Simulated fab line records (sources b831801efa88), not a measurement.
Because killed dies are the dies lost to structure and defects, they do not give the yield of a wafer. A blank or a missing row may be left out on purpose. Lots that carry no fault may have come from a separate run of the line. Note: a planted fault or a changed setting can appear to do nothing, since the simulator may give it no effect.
Which tool is to blame?	flow gf180mcu	Sampling: 13 lots, 39 wafers, 4 of 602 route steps

WHAT THE GAUGES READ, wafer by wafer
GF_POLY_GATE_CD_MEAS_18.
lot	measured	on	cdNm (nm)
L820	day 9 22:22	cdSem-01	283.6 281.9 282.4
L821	day 10 02:08	cdSem-01	281.8 279.7 278.1
L822	day 10 07:22	cdSem-02	280.2 280.9 279.3
L824	day 11 02:30	cdSem-01	279.8 279.8 278.8
L826	day 11 10:19	cdSem-01	281.8 280.6 281.7
L827	day 11 23:50	cdSem-02	280.1 279.5 279.7
L828	day 12 00:25	cdSem-01	280.4 280.4 280.4
L829	day 12 11:58	cdSem-02	279.6 282.2 280.7
L830	day 12 16:28	cdSem-02	279.8 280.2 282.4
L835	day 14 02:12	cdSem-01	283.5 279.2 280.5
L841	day 15 20:35	cdSem-01	277.7 282.5 282.1
L842	day 16 04:14	cdSem-02	279.9 280.2 279.5
L843	day 16 13:27	cdSem-02	276.9 279.0 277.4

GF_HV_LDD_CD_MEAS_19: the cd target is 400 nm.
lot	measured	on	cdNm (nm)
L820	day 11 10:45	cdSem-01	395.5 396.1 394.5
L821	day 11 14:50	cdSem-02	390.7 392.1 394.3
L822	day 11 21:46	cdSem-02	393.1 392.8 391.9
L824	day 12 17:53	cdSem-01	393.7 391.1 392.6
L826	day 13 02:01	cdSem-02	399.1 397.8 395.8
L827	day 13 16:49	cdSem-02	393.6 392.5 393.9
L828	day 13 17:21	cdSem-02	393.5 396.1 394.6
L829	day 14 05:00	cdSem-02	394.2 393.2 393.9
L830	day 14 10:06	cdSem-02	391.2 390.5 391.6
L835	day 15 21:52	cdSem-01	391.9 390.9 392.4
L841	day 17 19:04	cdSem-02	393.0 391.5 393.3
L842	day 18 03:59	cdSem-02	396.4 395.4 395.8
L843	day 18 13:48	cdSem-01	395.6 395.5 397.5

GF_HV_LDD_OVL_MEAS_32.
lot	measured	on	HV_LDD_02_OVL (nm)
L820	day 12 06:27	overlay-02	2.4 0.5 2.4
L821	day 12 11:22	overlay-01	-2.4 -1.7 -2.4
L822	day 12 17:41	overlay-01	2.0 3.1 -1.2
L824	day 13 14:33	overlay-02	-0.7 -1.4 -0.9
L826	day 13 22:44	overlay-02	2.1 0.0 2.4
L827	day 14 14:32	overlay-01	0.2 -1.8 0.6
L828	day 14 15:14	overlay-01	-2.1 -0.3 -1.6
L829	day 15 03:05	overlay-02	-0.1 -1.0 -0.4
L830	day 15 07:50	overlay-01	0.8 1.1 -3.2
L835	day 16 21:38	overlay-01	2.9 2.5 2.2
L841	day 18 19:35	overlay-01	0.2 0.5 0.2
L842	day 19 05:20	overlay-02	1.1 1.2 2.2
L843	day 19 15:04	overlay-01	-0.8 -0.4 -0.5

WHICH TOOL RAN EACH LOT (tool, then ch and the chambers of the sampled wafers, then the start)
lot	GF_HV_LDD_STRIP_22
L820	plasmaAsher-03 ch 0,1, day 11 11:02
L821	plasmaAsher-01 ch 0,1, day 11 15:07
L822	plasmaAsher-03 ch 0,1, day 11 22:05
L824	plasmaAsher-01 ch 0, day 12 18:11
L826	plasmaAsher-03 ch 0,1, day 13 02:19
L827	plasmaAsher-03 ch 0,1, day 13 17:07
L828	plasmaAsher-03 ch 0,1, day 13 17:38
L829	plasmaAsher-01 ch 1, day 14 05:17
L830	plasmaAsher-04 ch 0,1, day 14 10:23
L835	plasmaAsher-03 ch 0,1, day 15 22:10
L841	plasmaAsher-04 ch 0,1, day 17 19:23
L842	plasmaAsher-03 ch 0,1, day 18 04:16
L843	plasmaAsher-03 ch 0,1, day 18 14:06
- GF_HV_LDD_STRIP_22: strips in O2/N2.

WHAT THE TOOLS THEMSELVES READ (means of the sampled wafers that have a number; where no wafer has one, the mark that the record gives instead)
GF_HV_LDD_STRIP_22.
lot	tool	drypumpMotorCurrentA (A)	heaterPowerW (W)	oesProductAu (a.u.)	stripTimeToEndpointS (s)
L820	plasmaAsher-03	5.5	312	0.711	12.598
L821	plasmaAsher-01	5.7	317	0.716	12.631
L822	plasmaAsher-03	5.5	314	0.715	12.632
L824	plasmaAsher-01	5.2	317	0.714	12.622
L826	plasmaAsher-03	5.6	314	0.718	12.575
L827	plasmaAsher-03	5.9	323	0.719	12.579
L828	plasmaAsher-03	5.9	324	0.717	12.622
L829	plasmaAsher-01	5.9	319	0.914	-
L830	plasmaAsher-04	6.3	337	0.716	12.611
L835	plasmaAsher-03	5.9	318	0.714	12.652
L841	plasmaAsher-04	6.5	331	0.715	12.576
L842	plasmaAsher-03	5.5	314	0.715	12.613
L843	plasmaAsher-03	5.5	321	0.718	12.608

THE ANSWER, worked out from the rows above alone
Rule: the usual values come from the lots themselves. The widest of any qualifying gaps counts: lots, ordered by their means at a reading, are off when they make up no more than a third of the lots, leave a main group of 4 or more, and stand apart from it by 3 or more times the standard deviation of that group's means. A main group whose means are all the same, to the digits that the tables above print for the reading, isn't used. A lot without any number at a reading at which 4 lots or more have one is off too. The other lots that the step has rows for count as sound. The gauges are gone through in route order, then the tools' own readings, and for those a lot's mean is taken as printed above. At the first step where some lot is off, the reading lying furthest off is the one used; lots without a number count as furthest.
Off: L829, at GF_HV_LDD_STRIP_22 (stripTimeToEndpointS). Without a number there: L829. The main group: mean 12.610 s, standard deviation 0.023.
If a tool, at that step or one of the process steps before it, ran each lot that is off and ran no sound lot following the first of them, it fits. One candidate fits, namely plasmaAsher-01 at GF_HV_LDD_STRIP_22. A fault onset in the window from L824 (day 12 18:11, its last sound lot) to L829 (day 14 05:17, its first lot off) fits.
On the lots that are off, the tool's own readings at GF_HV_LDD_STRIP_22 differ by more than 5 times the standard deviation of the sound lots' means, which bears it out; oesProductAu reads 0.914 a.u. there versus 0.716 a.u. on the sound lots.
Blank at GF_HV_LDD_STRIP_22 on the lots that are off, where sound lots have numbers: stripTimeToEndpointS.

WHAT WAS PUT IN BY THE SIMULATOR
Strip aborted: plasmaAsher-01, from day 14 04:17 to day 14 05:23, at GF_HV_LDD_STRIP_22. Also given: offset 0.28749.
Lots struck among those shown: L829. This agrees with what the rule above found.
